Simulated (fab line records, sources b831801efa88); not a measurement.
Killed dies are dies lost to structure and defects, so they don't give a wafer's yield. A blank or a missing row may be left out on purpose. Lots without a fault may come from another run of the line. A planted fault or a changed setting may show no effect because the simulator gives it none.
Problem report in the 8D (eight disciplines) form, filled by code | flow sky130 | the parts of the form that need people (team, actions taken, sign-off) are left out

1. THE PROBLEM
oes_product_au at SKY_METAL4_METAL_ETCH_18 reads a mean of 0.750 a.u. on 2 wafers of 2 lots; wafers without a fault read 0.866 a.u. with a standard deviation of 0.0057. That is -20 standard deviations from the usual mean.
The step: etches the open film in Cl2/BCl3, stops on SiO2, target depth 845 nm, time 183.1 s.
First seen on wafer L930.1, day 47 10:06, on rie_metal-04. The record holds 33 wafers of 11 lots with a number at this step. Rule for "out", or "out of limits": more than 4 standard deviations from the usual mean. The other wafers with a number count as sound.

2. WHAT IT IS AND WHAT IT IS NOT
question                    | is                         | is not
which readings at this step | oes_product_au             | drypump_motor_current_A, throttle_valve_pct
which lots                  | L930, L931                 | L909, L911, L914, L915, L917, L919, L920, L921, L922
which wafers of those lots  | L930.1, L931.4             | L930.4, L930.6, L931.3, L931.5
read on which tools         | rie_metal-02, rie_metal-04 | rie_metal-03
when                        | from day 47 10:06          | up to then (29 sound wafers); but 2 sound wafers of L931 came after

3. SUSPECTS, AND WHAT RULES EACH OUT
Counting: a tool at a process step up to the reading stays a suspect if it ran every lot that is out. Sound lots after the first of them don't rule it out here, since some wafers of a struck lot are sound.
- pvd_sputter-02 at SKY_METAL4_SPUTTER_02 (material AlCu, target thk 735 nm, time 39.1 s): kept. It ran every lot that is out, first L930 (day 45 16:11); its last sound lot up to then is L920 (day 42 22:55).
Left after counting: pvd_sputter-02 at SKY_METAL4_SPUTTER_02.

4. THE CAUSE (what the simulator had put in)
Process parameter drift: pvd_sputter-02, from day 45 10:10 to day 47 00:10, at SKY_METAL4_SPUTTER_02. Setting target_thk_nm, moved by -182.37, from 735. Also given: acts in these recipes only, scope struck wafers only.
Counting left only this tool.

5. THE CHAIN OF EFFECTS, in route order
Each row: a reading whose mean over the struck wafers that have a number lies more than 3 standard deviations from the usual. Only readings for which the record gives a usual standard deviation are gone through. hours: the time from each lot's start at the first step in this table that gives one to its start at this step, as a median over the lots. sigmas: the change in usual standard deviations.
hours | step                     | reading        | usual      | on struck wafers | change | sigmas
0     | SKY_METAL4_METAL_ETCH_18 | oes_product_au | 0.866 a.u. | 0.750            | -0.116 | -20
The process steps in it:
- SKY_METAL4_METAL_ETCH_18: etches the open film in Cl2/BCl3, stops on SiO2, target depth 845 nm, time 183.1 s.
Later measuring or inspecting steps at which every struck wafer that the step has a row for has a number for every such reading, and none has moved that far: SKY_VIA4_THK_MEAS_01.

6. WHAT WOULD HAVE CAUGHT IT SOONER
In this record the first reading out of limits was taken at day 47 10:06, 48 hours after the fault began at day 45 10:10.
Of the tool readings at SKY_METAL4_SPUTTER_02 for which the record gives a usual standard deviation, none was out on any struck wafer, so an alarm limit of 4 standard deviations on them would not have fired.
All the lots that are out (2) had begun SKY_METAL4_SPUTTER_02 on pvd_sputter-02 by day 47 10:06. A hold on the tool at that time would have spared none of them.
